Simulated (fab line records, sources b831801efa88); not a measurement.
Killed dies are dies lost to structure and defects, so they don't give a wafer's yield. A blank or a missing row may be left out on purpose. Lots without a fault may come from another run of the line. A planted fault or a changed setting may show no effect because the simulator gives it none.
Which tool did it? | flow sky130 | 11 lots, 33 wafers sampled, at 5 steps of a route of 708

WHAT THE GAUGES READ, wafer by wafer
SKY_VIA2_RS_MEAS_22: measures by four-point-probe.
lot  | measured     | on            | VIA2_W_RS (ohm/sq)
L160 | day 37 17:14 | film_metro-02 | 0.271 0.273 0.275
L159 | day 37 19:41 | film_metro-03 | 0.276 0.277 0.278
L169 | day 40 00:36 | film_metro-02 | 0.277 0.274 0.275
L171 | day 40 08:39 | film_metro-04 | 0.268 0.279 0.267
L172 | day 40 12:32 | film_metro-04 | 0.270 0.270 0.270
L174 | day 41 02:11 | film_metro-03 | 0.268 0.280 0.279
L176 | day 41 12:44 | film_metro-02 | 0.264 0.267 0.276
L179 | day 42 16:08 | film_metro-03 | 0.265 0.278 0.279
L180 | day 43 01:07 | film_metro-04 | 0.268 0.281 0.265
L182 | day 43 03:25 | film_metro-04 | 0.277 0.278 0.264
L181 | day 43 07:44 | film_metro-03 | 0.274 0.265 0.277

SKY_CAPM_THK_MEAS_01.
lot  | measured     | on            | CAPM_CVD_00_THK (nm)
L160 | day 37 17:53 | film_metro-04 | 15.50 15.69 15.80
L159 | day 37 20:21 | film_metro-02 | 15.63 15.77 15.60
L169 | day 40 01:16 | film_metro-01 | 28.18 15.04 15.28
L171 | day 40 09:17 | film_metro-04 | 28.29 28.48 15.46
L172 | day 40 13:12 | film_metro-02 | 15.30 15.51 15.63
L174 | day 41 02:50 | film_metro-02 | 15.31 15.45 15.82
L176 | day 41 13:23 | film_metro-02 | 15.03 15.25 15.67
L179 | day 42 16:47 | film_metro-01 | 15.22 15.59 15.78
L180 | day 43 01:46 | film_metro-02 | 15.18 15.63 15.43
L182 | day 43 04:04 | film_metro-01 | 15.28 15.49 15.69
L181 | day 43 08:23 | film_metro-01 | 15.05 15.71 15.35

WHICH TOOL RAN EACH LOT (tool, then ch and the chambers of the sampled wafers, then the start)
lot  | SKY_VIA2_ETCH_14                   | SKY_METAL3_SPUTTER_03        | SKY_CAPM_CVD_00
L160 | rie_diel-02 ch 2,3, day 37 16:19   | pvd_sputter-04, day 37 17:47 | pecvd-03 ch 0,1,2, day 37 17:51
L159 | rie_diel-01 ch 0,1,3, day 37 18:46 | pvd_sputter-01, day 37 20:16 | pecvd-01 ch 0,1,2, day 37 20:19
L169 | rie_diel-01 ch 0,2,3, day 39 23:29 | pvd_sputter-04, day 40 01:10 | pecvd-02 ch 0,1, day 40 01:14
L171 | rie_diel-03 ch 2,3, day 40 07:43   | pvd_sputter-01, day 40 09:11 | pecvd-02 ch 1,2, day 40 09:14
L172 | rie_diel-03 ch 1,2,3, day 40 11:31 | pvd_sputter-04, day 40 13:07 | pecvd-03 ch 0,2, day 40 13:10
L174 | rie_diel-02 ch 0,1,2, day 41 01:08 | pvd_sputter-01, day 41 02:45 | pecvd-01 ch 1,2, day 41 02:49
L176 | rie_diel-01 ch 2,3, day 41 11:49   | pvd_sputter-04, day 41 13:17 | pecvd-03 ch 0,1,2, day 41 13:21
L179 | rie_diel-02 ch 0,1,3, day 42 15:13 | pvd_sputter-01, day 42 16:41 | pecvd-03 ch 0,1,2, day 42 16:46
L180 | rie_diel-01 ch 1,2,3, day 43 00:10 | pvd_sputter-01, day 43 01:40 | pecvd-01 ch 0,1, day 43 01:44
L182 | rie_diel-01 ch 2,3, day 43 02:31   | pvd_sputter-01, day 43 03:58 | pecvd-02 ch 0,1, day 43 04:02
L181 | rie_diel-02 ch 2,3, day 43 06:49   | pvd_sputter-01, day 43 08:17 | pecvd-02 ch 0,1, day 43 08:22
- SKY_VIA2_ETCH_14: etches BARC in N2/H2, stops on SiO2, time 45.9 s, target depth 60 nm.
- SKY_METAL3_SPUTTER_03: material Ti, target thk 5 nm, time 3.3 s.
- SKY_CAPM_CVD_00: deposits SiO2, target thk 15.5 nm.

WHAT THE TOOLS THEMSELVES READ (means of the sampled wafers that have a number; where no wafer has one, the mark that the record gives instead)
SKY_VIA2_ETCH_14.
lot  | tool        | drypump_motor_current_A (A) | oes_product_au (a.u.) | throttle_valve_pct (%)
L160 | rie_diel-02 | 5.5                         | 0.861                 | 13.228
L159 | rie_diel-01 | 6.0                         | 0.859                 | 13.219
L169 | rie_diel-01 | 6.3                         | 0.859                 | 13.228
L171 | rie_diel-03 | 5.7                         | 0.851                 | 13.225
L172 | rie_diel-03 | 6.0                         | 0.854                 | 13.220
L174 | rie_diel-02 | 5.7                         | 0.852                 | 13.229
L176 | rie_diel-01 | 6.4                         | 0.853                 | 13.222
L179 | rie_diel-02 | 5.7                         | 0.859                 | 13.215
L180 | rie_diel-01 | 6.1                         | 0.861                 | 13.222
L182 | rie_diel-01 | 6.2                         | 0.850                 | 13.228
L181 | rie_diel-02 | 5.6                         | 0.861                 | 13.222

SKY_METAL3_SPUTTER_03.
lot  | tool           | throttle_valve_pct (%)
L160 | pvd_sputter-04 | 30.1
L159 | pvd_sputter-01 | 30.8
L169 | pvd_sputter-04 | 30.0
L171 | pvd_sputter-01 | 30.1
L172 | pvd_sputter-04 | 30.0
L174 | pvd_sputter-01 | 30.4
L176 | pvd_sputter-04 | 30.3
L179 | pvd_sputter-01 | 29.6
L180 | pvd_sputter-01 | 30.3
L182 | pvd_sputter-01 | 30.2
L181 | pvd_sputter-01 | 30.1

SKY_CAPM_CVD_00.
lot  | tool     | heater_power_w (W)
L160 | pecvd-03 | 721
L159 | pecvd-01 | 645
L169 | pecvd-02 | 676
L171 | pecvd-02 | 730
L172 | pecvd-03 | 766
L174 | pecvd-01 | 751
L176 | pecvd-03 | 710
L179 | pecvd-03 | 716
L180 | pecvd-01 | 675
L182 | pecvd-02 | 623
L181 | pecvd-02 | 601

THE ANSWER, worked out from the rows above alone
Rule: what is usual is taken from the lots themselves. Put in order of their means at a reading, lots are off if they are a third of the lots or fewer, leave a main group of 4 or more, and stand apart from it by a gap of 3 or more times the standard deviation of the main group's means; of several such gaps the widest counts. A main group whose means are all the same, to the digits that the tables above print for the reading, isn't used. A lot without any number at a reading at which 4 lots or more have one is off too. The other lots that the step has rows for count as sound. The gauges are gone through in route order, then the tools' own readings, and for those a lot's mean is taken as printed above. The first step at which some lot is off is used, and at that step the reading that is off furthest; a lot without a number counts as furthest.
Off: L169, L171, at SKY_CAPM_THK_MEAS_01 (CAPM_CVD_00_THK). The main group: mean 15.49 nm, standard deviation 0.11.
A tool fits if, at a process step before that reading, it ran every lot that is off, and no sound lot after the first of them. The gauges at SKY_CAPM_THK_MEAS_01 are tried like those tools. None of those tried fits.

WHAT THE SIMULATOR HAD PUT IN
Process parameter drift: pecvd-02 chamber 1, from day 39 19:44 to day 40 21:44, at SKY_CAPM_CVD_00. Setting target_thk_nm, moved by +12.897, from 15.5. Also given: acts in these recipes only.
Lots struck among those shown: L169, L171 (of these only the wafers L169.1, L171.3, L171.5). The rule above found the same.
